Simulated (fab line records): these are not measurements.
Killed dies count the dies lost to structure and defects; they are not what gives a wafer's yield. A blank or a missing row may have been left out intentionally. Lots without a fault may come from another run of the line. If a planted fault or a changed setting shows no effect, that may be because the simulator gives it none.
fab line records	flow sky130	part 1 of 2: steps 1 to 29 of 38
record: lots: 5	wafers: 15	lastDay: 48
route steps=708 shown CAPM@553 METAL3@555 VIA3@573
lots that met no fault: taken from a fault-free run of the same line
startH: hours from the record's first day to the start of the lot's first wafer shown	waitH: hours elapsed since this lot's preceding step	" unchanged from the row above	L1.1+2: several wafers, shown together as one row	- either no value or no given start	* or withheld: withheld	< > ~ a bound
route shown NAME@n: names a module that has steps shown in the file, with the first one's number in the route	usual: the fault-free wafers' mean and standard deviation	same: alike in all rows	chamber/n: place in a boat	sites: the reading at each site	_std_site: the standard deviation of these	_edge_site: the outer-site mean with the inner-site mean subtracted	radiusMm: how far each site lies from the wafer's centre	mask NAME#n: copy n	behind: tool/chamber where the wafer was last shaped	hold: what put the lot on hold/how long, in hours/how the hold closed	device: the n, p or np transistor that did not switch	end of line: tests of these same wafers at the route's end	where a step has no rows: the recipe by itself	killed: count of dies lost to structure and defects at first sort (not the wafer's yield)	map: a wafer's dies, marking killed ones x, the rest . and places with no die _
set.NAME: the run value of the setting; set.NAME@STEP: its run value at that earlier step	model.NAME: the simulator's own value behind a step, which no gauge read
lots at selected steps of the route; one table per step, one row per wafer
services: from which hour (startH, from the record's first day; less than 0 if before it) a tool's chamber was out of use, for how many hours, and why
== steps ==
step: SKY_CAPM_CLEAN_16
recipe: chemistry: IPA	timeS: 180	tempC: 25
usual: tempC: 25.01/0.11
lot.wafer	tool	chamber	startH	waitH	tempC
L075.2	wetBench-03	1	887.65	0.0	24.79
L075.3	"	1	"	"	25.05
L075.6	"	1	"	"	24.89
L077.2	wetBench-03	2	907.70	0.0	25.04
L077.3	"	2	"	"	25.02
L077.6	"	2	"	"	24.89
L079.2	wetBench-02	1	918.20	0.0	24.90
L079.5	"	1	"	"	24.98
L079.6	"	1	"	"	25.01
L080.3	wetBench-02	3	929.16	0.0	24.98
L080.5	"	3	"	"	24.97
L080.6	"	3	"	"	25.02
L084.1	wetBench-01	1	959.36	0.0	24.87
L084.5	"	1	"	"	24.96
L084.6	"	1	"	"	25.05
step: SKY_CAPM_CLEAN_17
recipe: chemistry: O3/DIW	dry: n2Spin
lot.wafer	tool	chamber	startH	waitH
L075.2+3+6	wetBench-02	1	887.71	0.0
L077.2+3+6	wetBench-01	2	907.76	0.0
L079.2+5+6	wetBench-01	0	918.26	0.0
L080.3+5+6	wetBench-01	2	929.21	0.0
L084.1+5+6	wetBench-03	2	959.41	0.0
step: SKY_METAL3_DEHYDRATE_05
recipe: tempC: 200	timeS: 60
usual: plateTempC: 200.01/0.18
lot.wafer	tool	chamber	startH	waitH	plateTempC
L075.2	lithoTrack-03	0	900.68	12.9	199.85
L075.3	"	0	"	"	199.97
L075.6	"	0	"	"	199.93
L077.2	lithoTrack-01	0	919.47	11.6	199.95
L077.3	"	0	"	"	200.01
L077.6	"	0	"	"	199.91
L079.2	lithoTrack-03	0	930.58	12.2	200.24
L079.5	"	0	"	"	199.94
L079.6	"	0	"	"	200.08
L080.3	lithoTrack-01	0	941.20	11.9	200.22
L080.5	"	0	"	"	200.16
L080.6	"	0	"	"	199.94
L084.1	lithoTrack-04	0	970.30	10.8	200.02
L084.5	"	0	"	"	199.90
L084.6	"	0	"	"	200.06
step: SKY_METAL3_HMDS_06
recipe: primeTimeS: 60	primeTempC: 120
lot.wafer	tool	chamber	startH	waitH
L075.2+3+6	lithoTrack-03	0	900.83	0.1
L077.2+3+6	lithoTrack-01	0	919.62	0.1
L079.2+5+6	lithoTrack-03	0	930.73	0.1
L080.3+5+6	lithoTrack-01	0	941.35	0.1
L084.1+5+6	lithoTrack-04	0	970.45	0.1
step: SKY_METAL3_COAT_07
recipe: resist: BARC	tempC: withheld	timeS: withheld	spinRpm: 3000	resistThkNm: 60
lot.wafer	tool	chamber	startH	waitH
L075.2+3+6	lithoTrack-03	0	900.98	0.1
L077.2+3+6	lithoTrack-01	0	919.77	0.1
L079.2+5+6	lithoTrack-03	0	930.88	0.1
L080.3+5+6	lithoTrack-01	0	941.50	0.1
L084.1+5+6	lithoTrack-04	0	970.60	0.1
step: SKY_METAL3_COAT_08
recipe: resist: KrF-thick	spinRpm: 3000	resistThkNm: 1140
lot.wafer	tool	chamber	startH	waitH
L075.2+3+6	lithoTrack-03	0	-	-
L077.2+3+6	lithoTrack-01	0	-	-
L079.2+5+6	lithoTrack-03	0	-	-
L080.3+5+6	lithoTrack-01	0	-	-
L084.1+5+6	lithoTrack-04	0	-	-
step: SKY_METAL3_SOFTBAKE_09
recipe: tempC: 100	timeS: 90	resist: KrF-thick
usual: plateTempC: 100.01/0.14
lot.wafer	tool	chamber	startH	waitH	plateTempC
L075.2	lithoTrack-03	0	-	-	99.85
L075.3	"	0	"	"	99.90
L075.6	"	0	"	"	99.94
L077.2	lithoTrack-01	0	-	-	99.91
L077.3	"	0	"	"	100.04
L077.6	"	0	"	"	100.00
L079.2	lithoTrack-03	0	-	-	100.10
L079.5	"	0	"	"	99.79
L079.6	"	0	"	"	99.99
L080.3	lithoTrack-01	0	-	-	99.70
L080.5	"	0	"	"	99.89
L080.6	"	0	"	"	99.97
L084.1	lithoTrack-04	0	-	-	99.82
L084.5	"	0	"	"	99.92
L084.6	"	0	"	"	99.93
step: SKY_METAL3_EXPOSE_10
recipe: maskId: MM3	na: 0.68	sourceShape: annular	sigmaInner: 0.4	sigmaOuter: 0.8	targetCdNm: 300	doseMj: 28
usual: reticleTempC: 22.97/0.1
lot.wafer	tool	chamber	startH	waitH	mask	reticleTempC
L075.2	krfScanner-02	0	-	-	MM3#0	23.01
L075.3	"	0	"	"	MM3#0	23.15
L075.6	"	0	"	"	MM3#0	23.01
L077.2	krfScanner-02	0	-	-	MM3#0	23.22
L077.3	"	0	"	"	MM3#0	23.02
L077.6	"	0	"	"	MM3#0	23.01
L079.2	krfScanner-01	0	-	-	MM3#0	22.88
L079.5	"	0	"	"	MM3#0	22.95
L079.6	"	0	"	"	MM3#0	22.85
L080.3	krfScanner-01	0	-	-	MM3#0	23.02
L080.5	"	0	"	"	MM3#0	22.97
L080.6	"	0	"	"	MM3#0	23.03
L084.1	krfScanner-01	0	-	-	MM3#0	22.81
L084.5	"	0	"	"	MM3#0	22.91
L084.6	"	0	"	"	MM3#0	22.85
step: SKY_METAL3_PEB_11
recipe: pebTempC: withheld	pebTimeS: withheld	resist: KrF-thick
lot.wafer	tool	chamber	startH	waitH
L075.2+3+6	lithoTrack-04	0	-	-
L077.2+3+6	lithoTrack-04	0	-	-
L079.2+5+6	lithoTrack-01	0	-	-
L080.3+5+6	lithoTrack-01	0	-	-
L084.1+5+6	lithoTrack-01	0	-	-
step: SKY_METAL3_DEVELOP_12
recipe: developTimeS: 60	resist: KrF-thick	devTempC: 21
lot.wafer	tool	chamber	startH	waitH
L075.2+3+6	lithoTrack-04	0	-	-
L077.2+3+6	lithoTrack-04	0	-	-
L079.2+5+6	lithoTrack-01	0	-	-
L080.3+5+6	lithoTrack-01	0	-	-
L084.1+5+6	lithoTrack-01	0	-	-
step: SKY_METAL3_CD_MEAS_13
recipe: targetCdNm: 300
usual: cdNm: 299.6/1.4
lot.wafer	tool	chamber	startH	waitH	cdNm
L075.2	cdSem-01	-	913.72	-	300.0
L075.3	"	-	"	"	299.7
L075.6	"	-	"	"	299.0
L077.2	cdSem-01	-	932.97	-	301.3
L077.3	"	-	"	"	302.0
L077.6	"	-	"	"	301.1
L079.2	cdSem-01	-	942.92	-	300.5
L079.5	"	-	"	"	300.6
L079.6	"	-	"	"	299.4
L080.3	cdSem-01	-	954.09	-	299.1
L080.5	"	-	"	"	298.0
L080.6	"	-	"	"	299.3
L084.1	cdSem-01	-	983.45	-	298.4
L084.5	"	-	"	"	301.3
L084.6	"	-	"	"	299.3
step: SKY_METAL3_OVL_MEAS_14
usual: METAL3_OVL: -3/4.4
lot.wafer	tool	chamber	startH	waitH	METAL3_OVL[nm]
L075.2	overlay-02	-	913.82	0.1	-6
L075.3	"	-	"	"	-3
L075.6	"	-	"	"	-1
L077.2	overlay-02	-	933.07	0.1	-5
L077.3	"	-	"	"	-7
L077.6	"	-	"	"	-7
L079.2	overlay-02	-	943.03	0.1	1
L079.5	"	-	"	"	-5
L079.6	"	-	"	"	-5
L080.3	overlay-02	-	954.18	0.1	-2
L080.5	"	-	"	"	5
L080.6	"	-	"	"	6
L084.1	overlay-02	-	983.57	0.1	6
L084.5	"	-	"	"	-2
L084.6	"	-	"	"	-1
step: SKY_METAL3_DESCUM_15
recipe: chemistry: O2	sourcePowerW: 150	biasPowerW: 0	pressureMtorr: 10	tempC: 40	timeS: 8
usual: drypumpMotorCurrentA: 5.69/0.24	oesProductAu: 0.999/0.014	tempC: 39.98/0.12
lot.wafer	tool	chamber	startH	waitH	drypumpMotorCurrentA	oesProductAu	rfHoursCounterH	tempC
L075.2	rieMetal-02	1	913.85	0.0	6.00	0.988	12	39.91
L075.3	"	1	"	"	6.00	0.999	-	40.00
L075.6	"	0	"	"	5.59	0.987	-	40.18
L077.2	rieMetal-02	1	933.10	0.0	5.98	1.004	13	39.95
L077.3	"	1	"	"	5.97	1.002	-	39.71
L077.6	"	0	"	"	5.62	0.986	-	40.17
L079.2	rieMetal-01	0	943.06	0.0	5.89	0.997	5	39.84
L079.5	"	1	"	"	5.40	1.016	-	39.97
L079.6	"	0	"	"	5.90	0.998	-	39.94
L080.3	rieMetal-01	1	954.22	0.0	5.42	1.014	-	39.94
L080.5	"	0	"	"	5.94	1.002	-	39.85
L080.6	"	1	"	"	5.40	1.025	-	39.96
L084.1	rieMetal-02	1	983.61	0.0	6.00	1.000	15	39.85
L084.5	"	0	"	"	5.62	0.993	-	40.11
L084.6	"	1	"	"	6.00	0.997	-	39.86
step: SKY_METAL3_ETCH_16
recipe: chemistry: N2/H2	target: BARC	ionEnergyEv: 200	biasW: 100	pressureMtorr: 30	n2FlowSccm: 100	h2FlowSccm: 200	icpW: 500	stopOn: SiO2	timeS: 88.2	targetDepthA: 600
usual: drypumpMotorCurrentA: 5.70/0.24	oesProductAu: 0.625/0.0047	throttleValvePct: 13.205/0.0098
lot.wafer	tool	chamber	startH	waitH	drypumpMotorCurrentA	oesProductAu	rfHoursCounterH	throttleValvePct
L075.2	rieMetal-02	1	913.89	0.0	6.01	0.627	12	13.214
L075.3	"	1	"	"	5.98	0.625	-	13.207
L075.6	"	0	"	"	5.63	0.622	-	13.190
L077.2	rieMetal-02	1	933.14	0.0	6.02	0.627	13	13.217
L077.3	"	1	"	"	6.00	0.625	-	13.215
L077.6	"	0	"	"	5.61	0.631	-	13.192
L079.2	rieMetal-01	0	943.09	0.0	5.91	0.623	5	13.188
L079.5	"	1	"	"	5.42	0.627	-	13.210
L079.6	"	0	"	"	5.98	0.626	-	13.222
L080.3	rieMetal-01	1	954.27	0.0	5.41	0.626	-	13.187
L080.5	"	0	"	"	5.93	0.627	-	13.204
L080.6	"	1	"	"	5.42	0.621	-	13.229
L084.1	rieMetal-02	1	983.64	0.0	6.01	0.630	15	13.225
L084.5	"	0	"	"	5.60	0.627	-	13.196
L084.6	"	1	"	"	6.01	0.620	-	13.207
step: SKY_METAL3_ETCH_17
recipe: target: SiO2	stopOn: TiN	chemistry: C4F8/O2/Ar	sourceW: 1500	biasW: 1200	pressureMtorr: 40	c4f8FlowSccm: withheld	O2_flow_sccm: 6	Ar_flow_sccm: 300	timeS: 3.9	targetDepthA: 150
usual: oesProductAu: 0.752/0.0076
lot.wafer	tool	chamber	startH	waitH	oesProductAu	rfHoursCounterH
L075.2	rieDiel-01	1	913.98	0.1	0.750	13
L075.3	"	2	"	"	0.760	3
L075.6	"	1	"	"	0.749	-
L077.2	rieDiel-01	1	933.23	0.1	0.743	13
L077.3	"	2	"	"	0.750	4
L077.6	"	0	"	"	0.745	-
L079.2	rieDiel-03	3	943.19	0.1	0.748	17
L079.5	"	2	"	"	0.762	-
L079.6	"	1	"	"	0.745	-
L080.3	rieDiel-01	1	954.34	0.0	0.752	14
L080.5	"	0	"	"	0.748	-
L080.6	"	1	"	"	0.763	-
L084.1	rieDiel-04	0	983.74	0.1	0.741	4
L084.5	"	2	"	"	0.765	-
L084.6	"	1	"	"	0.761	-
step: SKY_METAL3_METAL_ETCH_18
recipe: targetDepthA: 8450	stopOn: SiO2	overEtchFrac: 0.3	timeS: 183.1	chemistry: Cl2/BCl3	resistSidewallDeg: 88	pressureMtorr: 10	icpW: 900	biasW: 48.5	Cl2_flow_sccm: 60	bcl3FlowSccm: 30
usual: drypumpMotorCurrentA: 5.69/0.23	oesProductAu: 0.866/0.0075	throttleValvePct: 22.265/0.0091
lot.wafer	tool	chamber	startH	waitH	drypumpMotorCurrentA	oesProductAu	rfHoursCounterH	throttleValvePct
L075.2	rieMetal-03	1	914.00	0.0	5.78	0.869	1	22.259
L075.3	"	1	"	"	5.79	0.851	-	22.244
L075.6	"	0	"	"	5.37	0.866	-	22.266
L077.2	rieMetal-03	0	933.25	0.0	5.35	0.867	13	22.276
L077.3	"	1	"	"	5.74	0.880	-	22.254
L077.6	"	1	"	"	5.74	0.861	-	22.266
L079.2	rieMetal-02	1	943.21	0.0	6.00	0.876	14	22.253
L079.5	"	0	"	"	5.60	0.874	-	22.255
L079.6	"	1	"	"	6.00	0.865	-	22.262
L080.3	rieMetal-02	1	954.41	0.1	5.99	0.860	-	22.270
L080.5	"	1	"	"	5.98	0.861	-	22.257
L080.6	"	0	"	"	5.61	0.868	-	22.258
L084.1	rieMetal-01	1	983.76	0.0	5.38	0.869	10	22.258
L084.5	"	0	"	"	5.92	0.873	-	22.266
L084.6	"	1	"	"	5.38	0.869	-	22.262
step: SKY_METAL3_STRIP_19
recipe: chemistry: O2/N2	powerW: 1400	pressureMtorr: 1500	platenTempC: withheld	o2FlowSccm: 3000	n2FlowSccm: 300	overashFraction: 0.5
usual: drypumpMotorCurrentA: 5.6/0.37	oesProductAu: 0.503/0.0064	stripTimeToEndpointS: 6.56/0.11
lot.wafer	tool	chamber	startH	waitH	drypumpMotorCurrentA	oesProductAu	rfHoursCounterH	stripTimeToEndpointS
L075.2	plasmaAsher-03	1	914.18	0.1	5.9	0.508	16	6.79
L075.3	"	1	"	"	5.9	0.502	-	6.68
L075.6	"	1	"	"	5.8	0.500	-	6.48
L077.2	plasmaAsher-04	0	933.43	0.1	5.7	0.500	52	6.52
L077.3	"	0	"	"	5.7	0.506	-	6.76
L077.6	"	1	"	"	5.0	0.510	-	6.72
L079.2	plasmaAsher-02	0	943.38	0.1	6.1	0.508	106	6.56
L079.5	"	0	"	"	6.1	0.504	-	6.57
L079.6	"	1	"	"	5.7	0.502	-	6.52
L080.3	plasmaAsher-02	1	954.57	0.1	5.7	0.499	-	6.51
L080.5	"	1	"	"	5.7	0.504	-	6.52
L080.6	"	0	"	"	6.0	0.499	-	6.57
L084.1	plasmaAsher-04	1	983.93	0.1	5.0	0.495	56	6.42
L084.5	"	0	"	"	5.8	0.501	-	6.57
L084.6	"	1	"	"	5.0	0.500	-	6.43
step: SKY_METAL3_STRIP_20
recipe: chemistry: postEtchResidueRemover	timeS: 1200	tempC: 72.5
usual: bathGuardTempC: 72.5/0.6	tempC: 72.49/0.12
lot.wafer	tool	chamber	startH	waitH	bathGuardTempC	tempC
L075.2	wetBench-04	3	914.28	0.1	71.8	72.42
L075.3	"	3	"	"	72.1	72.66
L075.6	"	3	"	"	72.0	72.41
L077.2	wetBench-03	3	933.53	0.1	71.7	72.38
L077.3	"	3	"	"	71.5	72.48
L077.6	"	3	"	"	71.5	72.51
L079.2	wetBench-03	2	943.48	0.1	72.7	72.55
L079.5	"	2	"	"	72.8	72.71
L079.6	"	2	"	"	73.0	72.61
L080.3	wetBench-01	2	954.63	0.0	72.8	72.41
L080.5	"	2	"	"	73.7	72.26
L080.6	"	2	"	"	73.3	72.21
L084.1	wetBench-01	1	984.03	0.1	72.3	72.53
L084.5	"	1	"	"	72.4	72.33
L084.6	"	1	"	"	72.1	72.43
step: SKY_METAL3_CLEAN_21
recipe: chemistry: IPA	timeS: 180	tempC: 25
usual: tempC: 25.02/0.1
lot.wafer	tool	chamber	startH	waitH	tempC
L075.2	wetBench-04	0	914.62	0.0	25.02
L075.3	"	0	"	"	25.05
L075.6	"	0	"	"	25.05
L077.2	wetBench-04	1	933.87	0.0	25.18
L077.3	"	1	"	"	25.16
L077.6	"	1	"	"	25.19
L079.2	wetBench-04	0	943.86	0.0	25.05
L079.5	"	0	"	"	25.00
L079.6	"	0	"	"	24.92
L080.3	wetBench-03	1	955.32	0.0	25.10
L080.5	"	1	"	"	24.85
L080.6	"	1	"	"	25.18
L084.1	wetBench-04	3	984.37	0.0	24.96
L084.5	"	3	"	"	24.83
L084.6	"	3	"	"	25.12
step: SKY_METAL3_CLEAN_22
recipe: chemistry: O3/DIW	dry: n2Spin
lot.wafer	tool	chamber	startH	waitH
L075.2+3+6	wetBench-04	0	914.68	0.0
L077.2+3+6	wetBench-01	1	934.00	0.0
L079.2+5+6	wetBench-01	3	943.92	0.0
L080.3+5+6	wetBench-04	0	955.38	0.0
L084.1+5+6	wetBench-01	2	984.44	0.0
step: SKY_VIA3_HDPCVD_00
recipe: material: SiO2	targetThkNm: 1635	sigmaOpenFrac: 0.3	timeS: 272.5	tempC: 400	sih4FlowSccm: 60	pressureMtorr: 6
lot.wafer	tool	chamber	startH	waitH
L075.2+3+6	hdpcvd-02	0,1,1	914.77	0.0
L077.2+3+6	hdpcvd-02	0,1,1	934.09	0.0
L079.2+5+6	hdpcvd-01	2,0,1	944.12	0.0
L080.3+5+6	hdpcvd-01	2,2,1	955.47	0.0
L084.1+5+6	hdpcvd-01	0,2,1	984.54	0.0
step: SKY_VIA3_THK_MEAS_01
recipe: reads: SiO2_of_VIA3_HDPCVD_00
usual: VIA3_HDPCVD_THK: 1626/21
lot.wafer	tool	chamber	startH	waitH	VIA3_HDPCVD_THK[nm]
L075.2	filmMetro-03	-	914.95	0.1	1610
L075.3	"	-	"	"	1659
L075.6	"	-	"	"	1657
L077.2	filmMetro-04	-	934.27	0.1	1606
L077.3	"	-	"	"	1642
L077.6	"	-	"	"	1653
L079.2	filmMetro-04	-	944.30	0.1	1631
L079.5	"	-	"	"	1623
L079.6	"	-	"	"	1628
L080.3	filmMetro-04	-	955.66	0.1	1629
L080.5	"	-	"	"	1605
L080.6	"	-	"	"	1601
L084.1	filmMetro-04	-	984.70	0.1	1636
L084.5	"	-	"	"	1644
L084.6	"	-	"	"	1584
step: SKY_VIA3_CMP_02
recipe: material: SiO2	downForcePsi: 4	platenRpm: 60	padVelocityMS: 0.94248
usual: motorCurrentA: 11.9/1.2
lot.wafer	tool	chamber	startH	waitH	motorCurrentA
L075.2	cmp-02	1	915.08	0.1	12.7
L075.3	"	3	"	"	9.0
L075.6	"	1	"	"	12.9
L077.2	cmp-02	2	934.32	0.0	13.7
L077.3	"	0	"	"	11.7
L077.6	"	3	"	"	9.3
L079.2	cmp-01	2	944.40	0.1	11.9
L079.5	"	1	"	"	12.2
L079.6	"	2	"	"	11.7
L080.3	cmp-01	0	955.85	0.2	11.7
L080.6	"	1	"	"	11.5
L080.5	"	2	"	"	12.0
L084.1	cmp-02	0	984.91	0.2	11.6
L084.6	"	1	"	"	12.0
L084.5	"	2	"	"	13.1
step: SKY_VIA3_BOW_MEAS_03
recipe: mode: bow
usual: VIA3_BOW: 81/7.6
lot.wafer	tool	chamber	startH	waitH	VIA3_BOW[um]
L075.2	filmMetro-03	-	915.35	0.2	66
L075.3	"	-	"	"	73
L075.6	"	-	"	"	74
L077.2	filmMetro-03	-	934.64	0.3	95
L077.3	"	-	"	"	86
L077.6	"	-	"	"	77
L079.2	filmMetro-04	-	944.67	0.2	79
L079.5	"	-	"	"	78
L079.6	"	-	"	"	77
L080.3	filmMetro-01	-	956.04	0.1	87
L080.5	"	-	"	"	75
L080.6	"	-	"	"	74
L084.1	filmMetro-03	-	985.06	0.1	77
L084.5	"	-	"	"	77
L084.6	"	-	"	"	86
step: SKY_VIA3_DEHYDRATE_04
recipe: tempC: 200	timeS: 60
usual: plateTempC: 200.01/0.14
lot.wafer	tool	chamber	startH	waitH	plateTempC
L075.2	lithoTrack-02	0	927.75	12.4	199.81
L075.3	"	0	"	"	199.82
L075.6	"	0	"	"	199.78
L077.2	lithoTrack-02	0	945.75	11.1	200.09
L077.3	"	0	"	"	200.02
L077.6	"	0	"	"	200.08
L079.2	lithoTrack-02	0	956.35	11.7	199.99
L079.5	"	0	"	"	199.98
L079.6	"	0	"	"	199.82
L080.3	lithoTrack-02	0	967.47	11.4	200.16
L080.5	"	0	"	"	200.06
L080.6	"	0	"	"	200.21
L084.1	lithoTrack-02	0	996.27	11.2	200.14
L084.5	"	0	"	"	199.78
L084.6	"	0	"	"	199.96
step: SKY_VIA3_HMDS_05
recipe: primeTimeS: 60	primeTempC: 120
lot.wafer	tool	chamber	startH	waitH
L075.2+3+6	lithoTrack-02	0	927.90	0.1
L077.2+3+6	lithoTrack-02	0	945.90	0.1
L079.2+5+6	lithoTrack-02	0	956.50	0.1
L080.3+5+6	lithoTrack-02	0	967.62	0.1
L084.1+5+6	lithoTrack-02	0	996.42	0.1
step: SKY_VIA3_COAT_06
recipe: resist: BARC	tempC: withheld	timeS: withheld	spinRpm: 3000	resistThkNm: 60
lot.wafer	tool	chamber	startH	waitH
L075.2+3+6	lithoTrack-02	0	928.05	0.1
L077.2+3+6	lithoTrack-02	0	946.05	0.1
L079.2+5+6	lithoTrack-02	0	956.65	0.1
L080.3+5+6	lithoTrack-02	0	967.77	0.1
L084.1+5+6	lithoTrack-02	0	996.57	0.1
step: SKY_VIA3_COAT_07
recipe: resist: KrF-thick	spinRpm: 3000	resistThkNm: 450
lot.wafer	tool	chamber	startH	waitH
L075.2+3+6	lithoTrack-02	0	-	-
L077.2+3+6	lithoTrack-02	0	-	-
L079.2+5+6	lithoTrack-02	0	-	-
L080.3+5+6	lithoTrack-02	0	-	-
L084.1+5+6	lithoTrack-02	0	-	-
step: SKY_VIA3_SOFTBAKE_08
recipe: tempC: 100	timeS: 90	resist: KrF-thick
usual: plateTempC: 100.04/0.12
lot.wafer	tool	chamber	startH	waitH	plateTempC
L075.2	lithoTrack-02	0	-	-	99.79
L075.3	"	0	"	"	100.06
L075.6	"	0	"	"	99.83
L077.2	lithoTrack-02	0	-	-	100.31
L077.3	"	0	"	"	100.24
L077.6	"	0	"	"	100.15
L079.2	lithoTrack-02	0	-	-	99.94
L079.5	"	0	"	"	99.78
L079.6	"	0	"	"	100.06
L080.3	lithoTrack-02	0	-	-	100.08
L080.5	"	0	"	"	99.96
L080.6	"	0	"	"	100.10
L084.1	lithoTrack-02	0	-	-	100.28
L084.5	"	0	"	"	100.18
L084.6	"	0	"	"	100.22
